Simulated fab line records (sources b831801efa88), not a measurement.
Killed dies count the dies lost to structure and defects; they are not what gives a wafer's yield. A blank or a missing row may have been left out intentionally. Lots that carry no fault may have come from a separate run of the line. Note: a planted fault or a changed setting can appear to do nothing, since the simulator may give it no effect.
Comparing a struck lot with a sound one + flow sky130 + 15 steps out of a route of 708
Sound: these wafers, L522.1, L522.5, L522.6. Struck: wafers L534.2, L534.5, L534.6. The cause is named last.
Each step with rows lists, per side, the tool, then ch with its chambers, then its first start. Under that, the readings that differ: sound wafers + struck wafers + difference of the means + sigmas: that difference in standard deviations of wafers without a fault.
alike: readings with means less than 2 such deviations apart, plus words and numbers identical on both sides. not compared: withheld readings, readings lacking a value on some wafer, bounds such as >300 that could conceal the same value, and numbers that have no deviation in the record and whose values overlap.
A row with sigmas, a row that says differs or no value, or rows on one side alone: a step with any of these is where the two part. Non-overlapping numbers with no deviation appear without sigmas and do not part them. A reading missing from all wafers of one side parts the sides only when that side holds two or more wafers.

first, 6 steps without rows for these wafers: SKY_DNWELL_COAT_02 (resist thk 3000 nm); SKY_DNWELL_SOFTBAKE_03; SKY_DNWELL_EXPOSE_04 (exposes mask DNM, target cd 3000 nm); SKY_DNWELL_PEB_05; SKY_DNWELL_DEVELOP_06 (develop time 60 s); SKY_DNWELL_IMPLANT_07.
SKY_DNWELL_STRIP_08: strips in O2/N2.
  sound on plasmaAsher-03 ch 0,1, day 3 06:35; struck on plasmaAsher-02 ch 0,1, day 5 21:53
| reading                  | sound             | struck            | difference | sigmas |
|--------------------------|-------------------|-------------------|------------|--------|
| stripTimeToEndpointS (s) | 37.01 37.03 37.10 | 36.78 36.71 36.70 | -0.32      | -2     |
  alike: drypumpMotorCurrentA, oesProductAu
  not compared: rfHoursCounterH
SKY_DNWELL_TW_MEAS_09:
  struck on filmMetro-02, day 5 21:59; sound on filmMetro-04, day 3 06:41
  alike: DNWELL_TW
then, 4 steps without rows for these wafers: SKY_PWDE_DEHYDRATE_00 (time 60 s); SKY_PWDE_HMDS_01 (prime time 60 s); SKY_PWDE_COAT_02 (resist thk 3000 nm); SKY_PWDE_SOFTBAKE_03.
SKY_PWDE_EXPOSE_04: exposes mask PWDEM, target cd 840 nm.
  sound on ilineStepper-02 ch 0, day 3 14:35; struck on ilineStepper-01 ch 0, day 6 07:31
| reading           | sound                | struck               | difference | sigmas |
|-------------------|----------------------|----------------------|------------|--------|
| exposureDoseMJCm2 | 213.66 213.86 214.11 | 219.55 219.04 219.32 | +5.43      | +24    |
  alike: mask, reticleTempC
following that, these wafers have no rows for 1 step: SKY_PWDE_PEB_05.
SKY_PAD_OPEN_PROBE_99:
  rows exist in the record for the sound wafers here (prober-02, day 46 03:08), none for the struck ones

WHERE THEY PART
Earliest at SKY_DNWELL_STRIP_08; latest, in this record, at SKY_PAD_OPEN_PROBE_99.

WHY: what had been put in by the simulator
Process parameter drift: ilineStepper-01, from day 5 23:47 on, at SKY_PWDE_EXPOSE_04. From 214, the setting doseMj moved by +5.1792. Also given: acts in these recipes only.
